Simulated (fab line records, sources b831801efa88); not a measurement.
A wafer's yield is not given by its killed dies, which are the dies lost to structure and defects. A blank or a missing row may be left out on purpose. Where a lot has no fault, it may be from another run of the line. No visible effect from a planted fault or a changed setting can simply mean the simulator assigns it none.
Which tool was responsible? | flow gf180mcu | 15 lots with 45 wafers sampled at 4 steps, on a route of 602 steps

== WHAT THE GAUGES SHOWED, per wafer ==
The record holds no reading of a measuring or inspecting step that can be judged against a usual standard deviation.

== WHICH TOOL RAN EACH LOT (tool, then ch and the chambers of the sampled wafers, then the start) ==
lot  | GF_V5_ETCH_17                                | GF_V5_CVD_23                 | GF_TOP_METAL_SPUTTER_01     | GF_TOP_METAL_SPUTTER_02
L568 | rieDiel-04 ch 1,2,3, day 27 13:11 or earlier | cvdW-01 ch 1, day 27 13:11   | pvdSputter-02, day 27 13:53 | pvdSputter-02, day 27 13:55
L574 | rieDiel-04 ch 0,2, day 29 16:38 or earlier   | cvdW-02 ch 0,1, day 29 16:38 | pvdSputter-03, day 29 17:20 | pvdSputter-03, day 29 17:22
L575 | rieDiel-04 ch 0,2,3, day 29 22:38 or earlier | cvdW-01 ch 0,1, day 29 22:38 | pvdSputter-02, day 29 23:47 | pvdSputter-02, day 29 23:49
L576 | rieDiel-03 ch 0,3, day 30 04:31 or earlier   | cvdW-02 ch 0,1, day 30 04:31 | pvdSputter-04, day 30 05:23 | pvdSputter-04, day 30 05:25
L577 | rieDiel-04 ch 0,1,3, day 30 13:46 or earlier | cvdW-01 ch 0,1, day 30 13:46 | pvdSputter-03, day 30 14:28 | pvdSputter-03, day 30 14:30
L578 | rieDiel-03 ch 0,2, day 30 17:49 or earlier   | cvdW-02 ch 1, day 30 17:49   | pvdSputter-02, day 30 18:31 | pvdSputter-02, day 30 18:33
L579 | rieDiel-04 ch 1,3, day 31 03:34 or earlier   | cvdW-02 ch 0,1, day 31 03:34 | pvdSputter-03, day 31 04:16 | pvdSputter-03, day 31 04:18
L581 | rieDiel-04 ch 1,2,3, day 31 14:35 or earlier | cvdW-02 ch 1, day 31 14:35   | pvdSputter-03, day 31 15:17 | pvdSputter-03, day 31 15:19
L583 | rieDiel-03 ch 2,3, day 32 01:46 or earlier   | cvdW-02 ch 0,1, day 32 01:46 | pvdSputter-02, day 32 02:25 | pvdSputter-02, day 32 02:27
L584 | rieDiel-03 ch 1,3, day 32 08:53 or earlier   | cvdW-02 ch 0,1, day 32 08:53 | pvdSputter-02, day 32 09:37 | pvdSputter-02, day 32 09:38
L585 | rieDiel-02 ch 0,2,3, day 32 16:02 or earlier | cvdW-01 ch 0, day 32 16:02   | pvdSputter-02, day 32 16:44 | pvdSputter-02, day 32 16:46
L587 | rieDiel-04 ch 0,3, day 33 02:19 or earlier   | cvdW-01 ch 0,1, day 33 02:19 | pvdSputter-02, day 33 03:01 | pvdSputter-02, day 33 03:02
L588 | rieDiel-04 ch 0,3, day 33 07:03 or earlier   | cvdW-01 ch 0,1, day 33 07:03 | pvdSputter-02, day 33 07:45 | pvdSputter-02, day 33 07:47
L589 | rieDiel-03 ch 1,2,3, day 33 14:35 or earlier | cvdW-01 ch 0,1, day 33 14:35 | pvdSputter-03, day 33 15:17 | pvdSputter-03, day 33 15:19
L590 | rieDiel-03 ch 0,3, day 33 16:21 or earlier   | cvdW-01 ch 0,1, day 33 16:21 | pvdSputter-04, day 33 17:01 | pvdSputter-04, day 33 17:02
- GF_V5_ETCH_17: etches SiO2 in C4F8/O2/Ar, stops on TiN, target depth 855 nm.
- GF_V5_CVD_23: deposits W, target thk 350 nm, time 104.9 s.
- GF_TOP_METAL_SPUTTER_01: material TiN, target thk 30 nm, time 25 s.
- GF_TOP_METAL_SPUTTER_02: material AlCu, target thk 900 nm, time 47.82 s.

== AS READ BY THE TOOLS THEMSELVES (means over the sampled wafers that have a number; for cases with no such wafer, the mark the record gives instead) ==
GF_V5_ETCH_17.
lot  | tool       | oesProductAu (a.u.)
L568 | rieDiel-04 | 0.859
L574 | rieDiel-04 | 0.859
L575 | rieDiel-04 | 0.855
L576 | rieDiel-03 | 0.860
L577 | rieDiel-04 | 0.859
L578 | rieDiel-03 | 0.857
L579 | rieDiel-04 | 0.863
L581 | rieDiel-04 | 0.861
L583 | rieDiel-03 | 0.856
L584 | rieDiel-03 | 0.861
L585 | rieDiel-02 | 0.857
L587 | rieDiel-04 | 0.860
L588 | rieDiel-04 | 0.857
L589 | rieDiel-03 | 0.856
L590 | rieDiel-03 | 0.858

GF_V5_CVD_23.
lot  | tool    | heaterPowerOuterW (W) | heaterPowerW (W)
L568 | cvdW-01 | 534                   | 874
L574 | cvdW-02 | 593                   | 981
L575 | cvdW-01 | 453                   | 755
L576 | cvdW-02 | 609                   | 1002
L577 | cvdW-01 | 490                   | 817
L578 | cvdW-02 | 558                   | 876
L579 | cvdW-02 | 580                   | 959
L581 | cvdW-02 | 563                   | 898
L583 | cvdW-02 | 621                   | 1005
L584 | cvdW-02 | 612                   | 1014
L585 | cvdW-01 | 406                   | 693
L587 | cvdW-01 | 453                   | 761
L588 | cvdW-01 | 492                   | 824
L589 | cvdW-01 | 497                   | 819
L590 | cvdW-01 | 499                   | 811

GF_TOP_METAL_SPUTTER_01.
lot  | tool          | cathodeDcPowerW (W) | chamberPressurePa (Pa) | throttleValvePct (%)
L568 | pvdSputter-02 | 6500.5              | 0.4006                 | 30.2
L574 | pvdSputter-03 | -                   | -                      | -
L575 | pvdSputter-02 | -                   | -                      | -
L576 | pvdSputter-04 | -                   | -                      | -
L577 | pvdSputter-03 | 6500.4              | 0.3996                 | 29.5
L578 | pvdSputter-02 | 6500.1              | 0.4005                 | 30.3
L579 | pvdSputter-03 | 6500.2              | 0.4004                 | 31.2
L581 | pvdSputter-03 | 6500.2              | 0.3999                 | 30.2
L583 | pvdSputter-02 | 6499.6              | 0.3997                 | 30.5
L584 | pvdSputter-02 | 6499.7              | 0.4002                 | 30.8
L585 | pvdSputter-02 | 6499.6              | 0.3998                 | 30.8
L587 | pvdSputter-02 | 6499.5              | 0.3996                 | 30.8
L588 | pvdSputter-02 | 6499.3              | 0.4006                 | 30.7
L589 | pvdSputter-03 | 6499.6              | 0.4005                 | 30.7
L590 | pvdSputter-04 | 6499.6              | 0.4000                 | 30.7

GF_TOP_METAL_SPUTTER_02.
lot  | tool          | cathodeDcPowerW (W) | chamberPressurePa (Pa) | substrateTempC (C) | throttleValvePct (%)
L568 | pvdSputter-02 | 10600               | 0.2993                 | 250.06             | 30.4
L574 | pvdSputter-03 | 10598               | 0.3000                 | 250.20             | 30.8
L575 | pvdSputter-02 | 10601               | 0.3000                 | 250.02             | 30.2
L576 | pvdSputter-04 | 10599               | 0.3008                 | 249.99             | 30.2
L577 | pvdSputter-03 | 10599               | 0.3000                 | 249.85             | 29.6
L578 | pvdSputter-02 | 10601               | 0.2992                 | 250.12             | 30.4
L579 | pvdSputter-03 | 10600               | 0.2991                 | 250.08             | 31.5
L581 | pvdSputter-03 | 10600               | 0.3001                 | 249.92             | 30.2
L583 | pvdSputter-02 | 10601               | 0.3002                 | 250.11             | 30.4
L584 | pvdSputter-02 | 10599               | 0.3000                 | 250.03             | 30.4
L585 | pvdSputter-02 | 10598               | 0.2992                 | 249.86             | 30.9
L587 | pvdSputter-02 | 10601               | 0.3005                 | 250.15             | 30.9
L588 | pvdSputter-02 | 10603               | 0.2999                 | 250.04             | 30.7
L589 | pvdSputter-03 | 10600               | 0.2996                 | 249.87             | 30.8
L590 | pvdSputter-04 | 10600               | 0.2997                 | 250.07             | 30.6

== THE ANSWER, worked out from the rows above alone ==
Rule: usual is defined by the lots themselves. Put in order of their means at a reading, lots are off if they are a third of the lots or fewer, leave a main group of 4 or more, and stand apart from it by a gap of 3 or more times the standard deviation of the main group's means; of several such gaps the widest counts. A main group is skipped when, at the precision printed for the reading in the tables above, its means are all equal. A lot without any number at a reading at which 4 lots or more have one is off too. All remaining lots with rows at the step are treated as sound. After the gauges, taken in route order, come the tools' own readings; for these a lot's mean is taken, as printed above. At the first step where some lot is off, the reading lying furthest off is the one used; lots without a number count as furthest.
Off: L574, L575, L576, at GF_TOP_METAL_SPUTTER_01 (cathodeDcPowerW). Without a number there: L574, L575, L576. The main group: mean 6499.9 W, standard deviation 0.38.
A tool fits if, at that step or a process step before it, it ran every lot that is off, and no sound lot after the first of them. GF_V5_ETCH_17: start missing for some lots; hours and lot order therefore follow GF_V5_CVD_23. None of those tried fits.

== WHAT WAS PUT IN BY THE SIMULATOR ==
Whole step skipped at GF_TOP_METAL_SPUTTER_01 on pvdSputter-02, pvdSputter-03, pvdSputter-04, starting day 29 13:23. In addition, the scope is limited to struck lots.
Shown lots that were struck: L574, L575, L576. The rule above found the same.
